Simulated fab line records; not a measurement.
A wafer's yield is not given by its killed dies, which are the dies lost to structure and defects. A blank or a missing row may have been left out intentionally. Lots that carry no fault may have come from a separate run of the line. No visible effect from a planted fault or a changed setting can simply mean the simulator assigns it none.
Comparing a struck lot with a sound one ; flow gf180mcu ; 17 out of 602 route steps
Sound: these wafers, L969.2, L969.3, L969.4. Wafers L975.1, L975.5, L975.6 were the ones struck. Last of all comes the cause.
For every step that has rows: the tool of each side, followed by ch and its chambers, followed by its first start. Under that, the readings that differ: sound wafers ; struck wafers ; difference of the means ; sigmas: that difference in standard deviations of wafers without a fault.
alike: same words and numbers on both sides, and readings whose means sit less than 2 such deviations apart. not compared: any withheld reading, any reading some wafer has no value for, any bound like >300 that may hide the same value, and any number with overlapping values for which the record gives no deviation.
The two part at a step that has a row with sigmas, a row that says differs or no value, or rows on one side only. Numbers that have no deviation but don't overlap get no sigmas and don't part them. A reading that every wafer of one side lacks parts them only if that side has two wafers or more.

first, 4 steps without rows for these wafers: GF_SAB_SOFTBAKE_05 (time 60 s); GF_SAB_EXPOSE_06 (exposes mask SAB, target cd 420 nm); GF_SAB_PEB_07; GF_SAB_DEVELOP_08 (develop time 60 s).
GF_SAB_CD_MEAS_09 targets a cd of 420 nm.
  sound on cd sem-01 at day 15 09:56; struck on cd sem-01 at day 17 14:52
  alike: cd nm
GF_SAB_OVL_MEAS_10:
  sound on overlay-01 at day 15 10:03; struck on overlay-01 at day 17 14:59
  alike: SAB_OVL
GF_SAB_ETCH_11: etches SiO2 in C4F8/O2/Ar, target depth 55 nm, time 8.5 s.
  sound on rie diel-03 ch 0,1,3, day 15 10:05; struck on rie diel-03 ch 1,2,3, day 17 15:02
  alike: oes product au
  not compared: rf hours counter h
then, 1 step without rows for these wafers: GF_SAB_WET_ETCH_12 (etches SiO2 in dHF, target depth 22 nm, time 440 s).
GF_SAB_STRIP_13: strips in O2/N2.
  sound on plasma asher-02 ch 0,1, day 15 10:14; struck on plasma asher-01 ch 0,1, day 17 15:11
  alike: drypump motor current A, heater power w, oes product au, strip time to endpoint s
  not compared: rf hours counter h
then, 2 steps without rows for these wafers: GF_SALICIDE_CLEAN_00 (cleans in SC1/SC2, time 150 s); GF_SALICIDE_WET_ETCH_01 (etches SiO2 in dHF, target depth 5 nm, time 100 s).
GF_SALICIDE_SPUTTER_02: material Co, target thk 10 nm, time 20 s.
  sound on pvd sputter-03 at day 15 10:25; struck on pvd sputter-01 at day 17 15:22
  alike: throttle valve pct
GF_SALICIDE_SPUTTER_03: material TiN, target thk 20 nm, time 16.7 s.
  sound on pvd sputter-03 at day 15 10:26; struck on pvd sputter-01 at day 17 15:24
reading;sound;struck;difference;sigmas
model.TiN_of_SALICIDE_SPUTTER_03.thk nm (nm);20.26 20.16 20.1;9.987 9.977 10.14;-10.139;
  alike: throttle valve pct
GF_SALICIDE_RS_MEAS_04: measures by four-point-probe.
  sound on film metro-02 at day 15 10:29; struck on film metro-03 at day 17 15:43
reading;sound;struck;difference;sigmas
SALICIDE_TIN_RS (ohm/sq);15.8 15.8 16.4;19.1 19.0 19.2;+3.1;+10
  not compared: hold
GF_SALICIDE_THK_MEAS_05: measures by xrf.
  sound on film metro-02 at day 15 10:36; struck on film metro-03 at day 17 17:22
reading;sound;struck;difference;sigmas
SALICIDE_TIN_THK (nm);20.44 20.40 20.35;9.97 9.95 10.12;-10.38;-43
  not compared: hold
GF_SALICIDE_RTA_06: time 30 s.
  sound on rtp anneal-02 ch 0, day 15 10:40; struck on rtp anneal-02 ch 0, day 18 03:46
reading;sound;struck;difference;sigmas
hold;- - -;await dispo/10.3h/release await dispo/10.3h/release await dispo/10.3h/release;no value on the sound wafers;
  alike: wafer_temp_C_max
-- the record jumps here: 13 days lie between the struck wafers' starts before and after (it left off in module SALICIDE and takes up again in module PASSIVATION, whose first step shown is number 602 of the route) --
GF_PASSIVATION_PROBE_99:
  the record has rows for the struck wafers here (prober-02, day 31 01:59) and none for the sound ones

== WHERE THEY PART ==
Earliest at GF_SALICIDE_RS_MEAS_04; latest, in this record, at GF_PASSIVATION_PROBE_99.

WHY: what had been put in by the simulator
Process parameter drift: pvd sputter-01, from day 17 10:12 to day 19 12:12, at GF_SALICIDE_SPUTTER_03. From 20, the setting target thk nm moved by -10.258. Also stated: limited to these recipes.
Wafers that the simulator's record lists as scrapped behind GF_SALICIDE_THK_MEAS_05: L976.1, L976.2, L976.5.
